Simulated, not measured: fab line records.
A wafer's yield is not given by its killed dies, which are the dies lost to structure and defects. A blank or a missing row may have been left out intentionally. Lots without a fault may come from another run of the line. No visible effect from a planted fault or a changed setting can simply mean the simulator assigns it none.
Chamber matching -- flow gf180mcu -- cmp-01 running GF_CONTACT_CMP_27: 4 sister chambers
The step polishes, stops on SiO2, t overpolish 15 s, target thk 0 nm. 7 wafers are shown with their chamber, then 9 later ones without.

## EACH WAFER AND ITS CHAMBER
wafer,chamber,motor_current_A (A),overpolish_run_s (s)
L787.1,2,10.2,14.999
L793.2,3,10.5,14.993
L798.1,0,11.3,15.001
L798.3,3,10.6,14.989
L800.4,1,13.0,15.013
L800.5,1,14.1,15.009
L800.6,0,10.8,15.011

## WAFERS MISSING THEIR CHAMBER
wafer,motor_current_A (A),overpolish_run_s (s)
L801.2,12.8,14.997
L801.3,11.2,15.001
L801.5,11.2,14.999
L802.4,11.0,14.993
L802.5,10.3,14.983
L802.6,10.5,14.990
L804.1,10.5,14.988
L804.2,12.9,15.009
L804.4,11.5,15.005

## WHICH CHAMBER EACH ONE RAN IN
wafer,from the rows above,in truth
L801.2,can't be placed: 1 or 0 or 3 or 2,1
L801.3,can't be placed: 0 or 2 or 3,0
L801.5,can't be placed: 0 or 2 or 3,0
L802.4,can't be placed: 3 or 2 or 0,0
L802.5,can't be placed: 3 or 2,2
L802.6,can't be placed: 3 or 2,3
L804.1,can't be placed: 3 or 2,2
L804.2,1,1
L804.4,can't be placed: 0 or 2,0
Placed correctly: 1 of 9. Not placeable from these rows: 8 (in 8, the candidates include the true chamber). 0 placed wrongly.
How it was worked out, from the rows above alone: a wafer's distance from a chamber is the root of the sum, over the readings, of the square of ((its reading less the chamber's mean) divided by the reading's scatter). If the next closest chamber is less than 2 further off than the closest, the wafer can't be placed; otherwise it belongs to the closest. Each chamber's mean is taken over the wafers shown for it. The scatter is the square root of a quotient: the sum, over the shown wafers, of each reading's squared deviation from its chamber's mean, divided by wafers minus chambers.
